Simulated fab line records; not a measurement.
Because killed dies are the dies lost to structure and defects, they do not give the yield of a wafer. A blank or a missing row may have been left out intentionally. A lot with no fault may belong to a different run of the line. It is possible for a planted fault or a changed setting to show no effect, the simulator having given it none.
Which of the tools did it? | flow gf180mcu | 14 lots, 42 wafers sampled, at 3 steps of a route of 602

== WHAT THE GAUGES SHOWED, per wafer ==
GF_SALICIDE_RS_MEAS_04: the measuring method here is four-point-probe. Usual: SALICIDE_TIN_RS gives 16.44 ohm/sq (standard deviation 0.3).
lot  | measured     | on           | SALICIDE_TIN_RS (ohm/sq) | flag
L959 | day 15 10:55 | filmMetro-04 | 16.20 16.09 16.44        | 
L961 | day 16 02:33 | filmMetro-04 | 16.65 16.67 16.48        | 
L962 | day 16 06:19 | filmMetro-04 | 16.38 16.26 16.63        | 
L963 | day 16 19:41 | filmMetro-04 | 16.78 16.53 16.68        | 
L964 | day 17 01:43 | filmMetro-01 | 15.96 16.53 16.67        | 
L966 | day 17 19:39 | filmMetro-04 | 16.35 16.75 16.74        | 
L969 | day 18 20:54 | filmMetro-03 | 16.09 16.45 16.09        | 
L970 | day 19 01:47 | filmMetro-01 | 16.34 17.06 16.69        | 
L971 | day 19 10:56 | filmMetro-01 | 16.06 16.10 16.15        | 
L972 | day 19 21:39 | filmMetro-03 | 16.00 16.37 16.17        | 
L978 | day 22 01:29 | filmMetro-04 | 16.62 16.38 16.60        | 
L979 | day 22 04:53 | filmMetro-01 | 16.96 16.71 16.79        | 
L981 | day 23 10:01 | filmMetro-01 | 16.34 16.40 16.07        | 
L982 | day 23 12:55 | filmMetro-04 | 16.47 16.55 16.11        | 

GF_CONTACT_OVL_MEAS_15. Usual: CONTACT_OVL gives -4 nm (standard deviation 6.3).
lot  | measured     | on         | CONTACT_OVL (nm) | flag
L959 | day 16 10:31 | overlay-01 | -9 0 -15         | 
L961 | day 17 02:39 | overlay-02 | -8 -1 -6         | 
L962 | day 17 06:00 | overlay-01 | -1 0 -1          | 
L963 | day 17 20:28 | overlay-01 | -21 -14 -8       | 
L964 | day 18 02:01 | overlay-02 | 9 6 -4           | 
L966 | day 18 20:43 | overlay-02 | 4 3 -3           | 
L969 | day 19 22:16 | overlay-02 | -1 12 4          | 
L970 | day 20 03:10 | overlay-01 | 7 3 5            | 
L971 | day 20 12:42 | overlay-02 | -12 -2 -17       | 
L972 | day 20 23:33 | overlay-02 | -10 -5 -7        | 
L978 | day 23 02:07 | overlay-02 | -8 -13 -10       | 
L979 | day 23 05:34 | overlay-02 | -11 0 -11        | 
L981 | day 24 09:24 | overlay-02 | -7 4 3           | 
L982 | day 24 11:19 | overlay-01 | -1 -16 -5        | 

== TOOL THAT RAN EACH LOT (tool first, then ch and the chambers of the sampled wafers, then the start) ==
lot  | GF_SALICIDE_RTA_08
L959 | rtpAnneal-02 ch 0, day 15 11:17
L961 | rtpAnneal-02 ch 0, day 16 02:56
L962 | rtpAnneal-01 ch 0, day 16 06:41
L963 | rtpAnneal-01 ch 0, day 16 20:02
L964 | rtpAnneal-02 ch 0, day 17 02:05
L966 | rtpAnneal-01 ch 0, day 17 20:02
L969 | rtpAnneal-02 ch 0, day 18 21:22
L970 | rtpAnneal-02 ch 0, day 19 02:10
L971 | rtpAnneal-01 ch 0, day 19 11:19
L972 | rtpAnneal-01 ch 0, day 19 22:01
L978 | rtpAnneal-02 ch 0, day 22 01:52
L979 | rtpAnneal-02 ch 0, day 22 05:22
L981 | rtpAnneal-02 ch 0, day 23 10:23
L982 | rtpAnneal-01 ch 0, day 23 13:16
- GF_SALICIDE_RTA_08: time 30 s.

== AS READ BY THE TOOLS THEMSELVES (means over the sampled wafers that have a number; for cases with no such wafer, the mark the record gives instead) ==
GF_SALICIDE_RTA_08. Usual: lampPowerPct 16.6 %, standard deviation 1.3; wafer_temp_C_max 803.3, standard deviation 0.91.
lot  | tool         | lampPowerPct (%) | wafer_temp_C_max | flag
L959 | rtpAnneal-02 | 17.8             | 803.0            | 
L961 | rtpAnneal-02 | 17.8             | 802.9            | 
L962 | rtpAnneal-01 | 15.3             | 803.9            | 
L963 | rtpAnneal-01 | 15.3             | 803.9            | 
L964 | rtpAnneal-02 | 17.8             | 802.7            | 
L966 | rtpAnneal-01 | 15.3             | 804.1            | 
L969 | rtpAnneal-02 | 17.8             | 802.0            | 
L970 | rtpAnneal-02 | 17.9             | 802.8            | 
L971 | rtpAnneal-01 | 11.9             | 723.4            | OFF
L972 | rtpAnneal-01 | 11.9             | 723.7            | OFF
L978 | rtpAnneal-02 | 17.8             | 802.5            | 
L979 | rtpAnneal-02 | 17.8             | 802.9            | 
L981 | rtpAnneal-02 | 17.8             | 802.1            | 
L982 | rtpAnneal-01 | 15.3             | 804.5            | 

== THE ANSWER, worked out from the rows above alone ==
Rule: a lot counts as off when the mean over its wafers that have a number is more than 3 standard deviations away from the usual mean. Also off: a lot with no number at a reading for which 4 or more lots have one. All remaining lots with rows at the step are treated as sound. After the gauges, taken in route order, come the tools' own readings; for these a lot's mean is taken, as printed above. At the first step where some lot is off, the reading lying furthest off is the one used; lots without a number count as furthest.
Off: L971, L972 (GF_SALICIDE_RTA_08, wafer_temp_C_max).
If a tool, at that step or one of the process steps before it, ran each lot that is off and ran no sound lot following the first of them, it fits. None of those tried fits.

== WHAT THE SIMULATOR HAD PUT IN ==
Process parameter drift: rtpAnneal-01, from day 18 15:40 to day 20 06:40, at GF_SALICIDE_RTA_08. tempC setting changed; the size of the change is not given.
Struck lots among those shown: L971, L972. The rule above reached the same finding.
